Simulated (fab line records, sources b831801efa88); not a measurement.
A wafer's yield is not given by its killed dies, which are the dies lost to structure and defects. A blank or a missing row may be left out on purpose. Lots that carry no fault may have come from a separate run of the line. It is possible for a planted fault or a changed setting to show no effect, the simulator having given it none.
The tool behind it: which one? :: flow sky130 :: Sampling: 6 lots, 18 wafers, 2 of 708 route steps

== WHAT EACH GAUGE READ, for each wafer ==
SKY_VT_ADJUST_HVTR_CD_MEAS_07: target cd 380 nm.
lot: L552
measured: day 11 13:06
on: cd sem-01
cd nm (nm): - - -

lot: L556
measured: day 11 20:11
on: cd sem-01
cd nm (nm): 378.9 379.9 380.6

lot: L560
measured: day 13 04:32
on: cd sem-01
cd nm (nm): 377.1 381.1 380.1

lot: L566
measured: day 15 04:02
on: cd sem-01
cd nm (nm): 379.2 378.9 376.6

lot: L568
measured: day 15 21:10
on: cd sem-01
cd nm (nm): 377.5 378.0 378.5

lot: L571
measured: day 16 14:16
on: cd sem-01
cd nm (nm): 380.9 380.2 380.8

== EACH LOT AND THE TOOL THAT RAN IT (in order: tool; ch and the chambers of the sampled wafers; start) ==
lot: L552
SKY_VT_ADJUST_HVTR_EXPOSE_04: iline stepper-02 ch 0, day 11 01:07

lot: L556
SKY_VT_ADJUST_HVTR_EXPOSE_04: iline stepper-02 ch 0, day 11 08:35

lot: L560
SKY_VT_ADJUST_HVTR_EXPOSE_04: iline stepper-02 ch 0, day 12 15:56

lot: L566
SKY_VT_ADJUST_HVTR_EXPOSE_04: iline stepper-01 ch 0, day 14 14:16

lot: L568
SKY_VT_ADJUST_HVTR_EXPOSE_04: iline stepper-01 ch 0, day 15 08:09

lot: L571
SKY_VT_ADJUST_HVTR_EXPOSE_04: iline stepper-02 ch 0, day 15 23:23
- SKY_VT_ADJUST_HVTR_EXPOSE_04: exposes mask HVTRM, target cd 380 nm.

== THE ANSWER, worked out from the rows above alone ==
Rule: the usual values come from the lots themselves. Put in order of their means at a reading, lots are off if they are a third of the lots or fewer, leave a main group of 4 or more, and stand apart from it by a gap of 3 or more times the standard deviation of the main group's means; of several such gaps the widest counts. A main group whose means are all the same, to the digits that the tables above print for the reading, isn't used. Also off: a lot with no number at a reading for which 4 or more lots have one. The other lots that the step has rows for count as sound.
Off: L552, at SKY_VT_ADJUST_HVTR_CD_MEAS_07 (cd nm). Without a number there: L552. The main group has a mean of 379.2 nm with a standard deviation of 0.98.
If a tool, at a process step before that reading, ran all the lots that are off and no sound lot after the first of them, it fits. The gauges at SKY_VT_ADJUST_HVTR_CD_MEAS_07 are tried like those tools. Not one of the candidates tried fits.

== WHAT THE SIMULATOR HAD INSERTED ==
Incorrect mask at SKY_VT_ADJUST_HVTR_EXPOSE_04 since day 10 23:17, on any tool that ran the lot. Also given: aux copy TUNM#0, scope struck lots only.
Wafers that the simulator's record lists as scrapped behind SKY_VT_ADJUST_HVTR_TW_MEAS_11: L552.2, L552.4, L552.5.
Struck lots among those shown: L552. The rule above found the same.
